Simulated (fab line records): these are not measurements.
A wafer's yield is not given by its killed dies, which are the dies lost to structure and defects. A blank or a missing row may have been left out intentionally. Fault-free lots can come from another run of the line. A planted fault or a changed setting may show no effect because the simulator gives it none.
What tool caused it? + flow sky130 + 15 lots, 45 wafers sampled, at 6 steps of a route of 708

== WHAT EACH GAUGE READ, for each wafer ==
SKY_SD_N_TW_MEAS_12. Usual: SD_N_TW 3951, standard deviation 36.
| lot  | measured     | on            | SD_N_TW        | flag |
|------|--------------|---------------|----------------|------|
| L607 | day 28 15:53 | film metro-03 | 3905 3956 3920 |      |
| L608 | day 28 23:45 | film metro-04 | 3955 3967 3968 |      |
| L609 | day 29 07:42 | film metro-04 | 4004 4012 3993 |      |
| L610 | day 29 14:19 | film metro-03 | 3955 3928 3919 |      |
| L613 | day 31 02:09 | film metro-02 | 3947 3947 3919 |      |
| L614 | day 31 03:08 | film metro-04 | 4003 3976 3993 |      |
| L617 | day 31 23:40 | film metro-04 | 3984 3978 3974 |      |
| L618 | day 32 07:19 | film metro-02 | 3908 3916 3894 |      |
| L623 | day 33 17:30 | film metro-04 | 3981 4007 4017 |      |
| L624 | day 33 20:41 | film metro-03 | 30 30 29       | OFF  |
| L625 | day 34 03:45 | film metro-03 | 30 30 30       | OFF  |
| L626 | day 34 11:17 | film metro-02 | 30 30 30       | OFF  |
| L628 | day 34 22:16 | film metro-02 | 3932 3919 3946 |      |
| L629 | day 35 03:17 | film metro-04 | 3991 4006 4005 |      |
| L630 | day 35 16:59 | film metro-04 | 3999 3979 3967 |      |

SKY_CONTACT_THK_MEAS_01. Usual: CONTACT_CVD_00_THK 75.0 nm, standard deviation 0.86.
| lot  | measured     | on            | CONTACT_CVD_00_THK (nm) | flag |
|------|--------------|---------------|-------------------------|------|
| L607 | day 31 04:44 | film metro-02 | 74.3 73.9 74.7          |      |
| L608 | day 31 12:25 | film metro-01 | 76.2 75.0 76.9          |      |
| L609 | day 31 19:41 | film metro-01 | 75.1 74.2 76.7          |      |
| L610 | day 32 02:55 | film metro-02 | 73.8 75.0 75.0          |      |
| L613 | day 33 12:47 | film metro-03 | 73.8 74.9 75.0          |      |
| L614 | day 33 14:21 | film metro-02 | 75.1 75.3 76.1          |      |
| L617 | day 34 09:58 | film metro-02 | 74.5 74.6 76.6          |      |
| L618 | day 34 17:07 | film metro-03 | 74.6 74.0 74.8          |      |
| L623 | day 36 02:54 | film metro-02 | 76.5 75.4 75.6          |      |
| L624 | day 36 06:43 | film metro-03 | 73.0 75.2 75.9          |      |
| L625 | day 36 14:22 | film metro-03 | 75.6 76.1 76.2          |      |
| L626 | day 36 20:38 | film metro-02 | 74.3 73.3 74.5          |      |
| L628 | day 37 07:40 | film metro-03 | 75.7 75.2 75.1          |      |
| L629 | day 37 17:02 | film metro-01 | 73.5 73.8 75.0          |      |
| L630 | day 38 03:31 | film metro-01 | 74.9 76.7 75.7          |      |

SKY_CONTACT_OVL_MEAS_15. Usual: CONTACT_OVL -2 nm, standard deviation 5.4.
| lot  | measured     | on         | CONTACT_OVL (nm) | flag |
|------|--------------|------------|------------------|------|
| L607 | day 32 08:34 | overlay-02 | 2 4 4            |      |
| L608 | day 32 17:13 | overlay-01 | -8 -6 -1         |      |
| L609 | day 33 00:34 | overlay-01 | -4 -11 -7        |      |
| L610 | day 33 06:51 | overlay-01 | 11 4 0           |      |
| L613 | day 34 16:25 | overlay-01 | 0 -5 -5          |      |
| L614 | day 34 18:11 | overlay-02 | 6 5 -4           |      |
| L617 | day 35 13:44 | overlay-01 | -3 8 -5          |      |
| L618 | day 35 19:49 | overlay-01 | -11 -4 -5        |      |
| L623 | day 37 06:13 | overlay-02 | -2 13 6          |      |
| L624 | day 37 10:25 | overlay-01 | -3 4 -7          |      |
| L625 | day 37 18:16 | overlay-02 | -9 -7 -9         |      |
| L626 | day 37 23:40 | overlay-02 | -6 7 4           |      |
| L628 | day 38 11:25 | overlay-02 | -6 -1 -2         |      |
| L629 | day 38 20:10 | overlay-02 | 2 -10 -5         |      |
| L630 | day 39 06:01 | overlay-02 | -15 -8 -14       |      |

== TOOL THAT RAN EACH LOT (tool first, then ch and the chambers of the sampled wafers, then the start) ==
| lot  | SKY_RES_XHIGH_STRIP_08               | SKY_SD_N_STRIP_11                    | SKY_LOCAL_INTERCONNECT_ETCH_13    |
|------|--------------------------------------|--------------------------------------|-----------------------------------|
| L607 | plasma asher-01 ch 0,1, day 27 10:26 | plasma asher-02 ch 0,1, day 28 15:47 | rie metal-04 ch 0,1, day 31 04:00 |
| L608 | plasma asher-01 ch 0,1, day 27 18:07 | plasma asher-02 ch 0,1, day 28 23:39 | rie metal-01 ch 0,1, day 31 11:39 |
| L609 | plasma asher-03 ch 0,1, day 28 02:50 | plasma asher-01 ch 0,1, day 29 07:35 | rie metal-03 ch 0, day 31 18:50   |
| L610 | plasma asher-01 ch 0,1, day 28 09:10 | plasma asher-02 ch 0,1, day 29 14:14 | rie metal-04 ch 0,1, day 32 02:10 |
| L613 | plasma asher-03 ch 0,1, day 29 21:14 | plasma asher-03 ch 0,1, day 31 02:03 | rie metal-04 ch 1, day 33 12:01   |
| L614 | plasma asher-03 ch 0, day 29 22:41   | plasma asher-03 ch 0, day 31 03:02   | rie metal-03 ch 0, day 33 13:28   |
| L617 | plasma asher-01 ch 1, day 30 18:41   | plasma asher-02 ch 0, day 31 23:34   | rie metal-01 ch 0,1, day 34 09:11 |
| L618 | plasma asher-04 ch 0,1, day 31 02:28 | plasma asher-02 ch 0,1, day 32 07:14 | rie metal-01 ch 0,1, day 34 16:22 |
| L623 | plasma asher-03 ch 0,1, day 32 14:10 | plasma asher-03 ch 0,1, day 33 17:23 | rie metal-01 ch 0,1, day 36 02:04 |
| L624 | plasma asher-03 ch 0,1, day 32 16:53 | plasma asher-01 ch 0,1, day 33 20:35 | rie metal-03 ch 1, day 36 05:57   |
| L625 | plasma asher-01 ch 0,1, day 33 00:44 | plasma asher-03 ch 0,1, day 34 03:38 | rie metal-03 ch 0, day 36 13:31   |
| L626 | plasma asher-04 ch 0,1, day 33 07:05 | plasma asher-01 ch 0,1, day 34 11:11 | rie metal-04 ch 0,1, day 36 19:54 |
| L628 | plasma asher-04 ch 0,1, day 33 19:28 | plasma asher-01 ch 0,1, day 34 22:11 | rie metal-01 ch 0,1, day 37 06:55 |
| L629 | plasma asher-04 ch 0,1, day 33 23:41 | plasma asher-03 ch 0,1, day 35 03:11 | rie metal-01 ch 0,1, day 37 16:18 |
| L630 | plasma asher-04 ch 0,1, day 34 13:55 | plasma asher-01 ch 0,1, day 35 16:53 | rie metal-04 ch 0,1, day 38 02:46 |
- SKY_RES_XHIGH_STRIP_08: strips in O2/N2.
- SKY_SD_N_STRIP_11: strips in O2/N2.
- SKY_LOCAL_INTERCONNECT_ETCH_13: etches BARC in N2/H2, stops on SiO2, time 45.9 s, target depth 60 nm.

== WHAT THE TOOLS THEMSELVES READ (means of the sampled wafers that have a number; where no wafer has one, the mark that the record gives instead) ==
SKY_RES_XHIGH_STRIP_08. Usual: chamber pressure mTorr 1500.0 mTorr, standard deviation 1.3; drypump motor current A 5.5 A, standard deviation 0.3; oes product au 0.711 a.u., standard deviation 0.005; strip time to endpoint s 14.29 s, standard deviation 0.039.
| lot  | tool            | chamber pressure mTorr (mTorr) | drypump motor current A (A) | oes product au (a.u.) | strip time to endpoint s (s) | flag |
|------|-----------------|--------------------------------|-----------------------------|-----------------------|------------------------------|------|
| L607 | plasma asher-01 | 1499.8                         | 5.2                         | 0.711                 | 14.32                        |      |
| L608 | plasma asher-01 | 1499.4                         | 5.2                         | 0.711                 | 14.29                        |      |
| L609 | plasma asher-03 | 1499.8                         | 5.3                         | 0.710                 | 14.29                        |      |
| L610 | plasma asher-01 | 1500.4                         | 5.2                         | 0.710                 | 14.31                        |      |
| L613 | plasma asher-03 | 1500.2                         | 5.3                         | 0.710                 | 14.30                        |      |
| L614 | plasma asher-03 | 1501.3                         | 5.3                         | 0.714                 | 14.28                        |      |
| L617 | plasma asher-01 | 1500.0                         | 5.3                         | 0.711                 | 14.25                        |      |
| L618 | plasma asher-04 | 1500.2                         | 5.9                         | 0.713                 | 14.21                        |      |
| L623 | plasma asher-03 | 1499.3                         | 5.3                         | 0.714                 | 14.30                        |      |
| L624 | plasma asher-03 | -                              | -                           | -                     | -                            | OFF  |
| L625 | plasma asher-01 | -                              | -                           | -                     | -                            | OFF  |
| L626 | plasma asher-04 | -                              | -                           | -                     | -                            | OFF  |
| L628 | plasma asher-04 | 1500.1                         | 5.9                         | 0.712                 | 14.33                        |      |
| L629 | plasma asher-04 | 1500.5                         | 5.9                         | 0.705                 | 14.28                        |      |
| L630 | plasma asher-04 | 1500.0                         | 5.9                         | 0.710                 | 14.30                        |      |

SKY_SD_N_STRIP_11. Usual: chamber pressure mTorr 1499.9 mTorr, standard deviation 1.4; drypump motor current A 5.44 A, standard deviation 0.28; oes product au 0.528 a.u., standard deviation 0.0039; strip time to endpoint s 22.57 s, standard deviation 0.037.
| lot  | tool            | chamber pressure mTorr (mTorr) | drypump motor current A (A) | oes product au (a.u.) | strip time to endpoint s (s) | flag |
|------|-----------------|--------------------------------|-----------------------------|-----------------------|------------------------------|------|
| L607 | plasma asher-02 | 1498.6                         | 5.77                        | 0.534                 | 22.56                        |      |
| L608 | plasma asher-02 | 1499.7                         | 5.81                        | 0.526                 | 22.61                        |      |
| L609 | plasma asher-01 | 1499.4                         | 5.16                        | 0.529                 | 22.51                        |      |
| L610 | plasma asher-02 | 1499.9                         | 5.84                        | 0.524                 | 22.57                        |      |
| L613 | plasma asher-03 | 1500.7                         | 5.28                        | 0.531                 | 22.60                        |      |
| L614 | plasma asher-03 | 1499.7                         | 5.31                        | 0.524                 | 22.62                        |      |
| L617 | plasma asher-02 | 1498.9                         | 5.70                        | 0.526                 | 22.58                        |      |
| L618 | plasma asher-02 | 1499.7                         | 5.84                        | 0.527                 | 22.56                        |      |
| L623 | plasma asher-03 | 1499.5                         | 5.30                        | 0.522                 | 22.58                        |      |
| L624 | plasma asher-01 | 1499.1                         | 5.22                        | 0.614                 | 39.47                        | OFF  |
| L625 | plasma asher-03 | 1499.6                         | 5.29                        | 0.617                 | 39.49                        | OFF  |
| L626 | plasma asher-01 | 1500.2                         | 5.23                        | 0.621                 | 39.57                        | OFF  |
| L628 | plasma asher-01 | 1500.6                         | 5.15                        | 0.531                 | 22.55                        |      |
| L629 | plasma asher-03 | 1499.3                         | 5.30                        | 0.528                 | 22.61                        |      |
| L630 | plasma asher-01 | 1498.9                         | 5.18                        | 0.529                 | 22.54                        |      |

SKY_LOCAL_INTERCONNECT_ETCH_13. Usual: drypump motor current A 5.9 A, standard deviation 0.57; oes product au 0.856 a.u., standard deviation 0.005; throttle valve pct 13.225 %, standard deviation 0.0086.
| lot  | tool         | drypump motor current A (A) | oes product au (a.u.) | throttle valve pct (%) | flag |
|------|--------------|-----------------------------|-----------------------|------------------------|------|
| L607 | rie metal-04 | 5.9                         | 0.861                 | 13.223                 |      |
| L608 | rie metal-01 | 5.9                         | 0.858                 | 13.224                 |      |
| L609 | rie metal-03 | 6.1                         | 0.856                 | 13.238                 |      |
| L610 | rie metal-04 | 6.3                         | 0.855                 | 13.232                 |      |
| L613 | rie metal-04 | 6.5                         | 0.857                 | 13.227                 |      |
| L614 | rie metal-03 | 6.1                         | 0.858                 | 13.227                 |      |
| L617 | rie metal-01 | 5.9                         | 0.857                 | 13.225                 |      |
| L618 | rie metal-01 | 5.9                         | 0.855                 | 13.225                 |      |
| L623 | rie metal-01 | 5.3                         | 0.850                 | 13.217                 |      |
| L624 | rie metal-03 | 5.8                         | 0.854                 | 13.227                 |      |
| L625 | rie metal-03 | 6.1                         | 0.854                 | 13.224                 |      |
| L626 | rie metal-04 | 5.9                         | 0.855                 | 13.213                 |      |
| L628 | rie metal-01 | 5.9                         | 0.850                 | 13.222                 |      |
| L629 | rie metal-01 | 5.4                         | 0.859                 | 13.222                 |      |
| L630 | rie metal-04 | 6.0                         | 0.855                 | 13.230                 |      |

== THE ANSWER, worked out from the rows above alone ==
Rule: a lot is off if the mean of its wafers that have a number lies more than 3 standard deviations from the usual mean. Also off: a lot with no number at a reading for which 4 or more lots have one. All remaining lots with rows at the step are treated as sound. The gauges are gone through in route order, then the tools' own readings, and for those a lot's mean is taken as printed above. At the first step where some lot is off, the reading lying furthest off is the one used; lots without a number count as furthest.
Off: L624, L625, L626, at SKY_SD_N_TW_MEAS_12 (SD_N_TW).
If a tool, at a process step before that reading, ran all the lots that are off and no sound lot after the first of them, it fits. Not tried: the gauges at SKY_SD_N_TW_MEAS_12; whatever is off there is also off at SKY_RES_XHIGH_STRIP_08, on other tools, and gauge error can't account for it. No candidate that was tried fits.

== WHAT THE SIMULATOR HAD INSERTED ==
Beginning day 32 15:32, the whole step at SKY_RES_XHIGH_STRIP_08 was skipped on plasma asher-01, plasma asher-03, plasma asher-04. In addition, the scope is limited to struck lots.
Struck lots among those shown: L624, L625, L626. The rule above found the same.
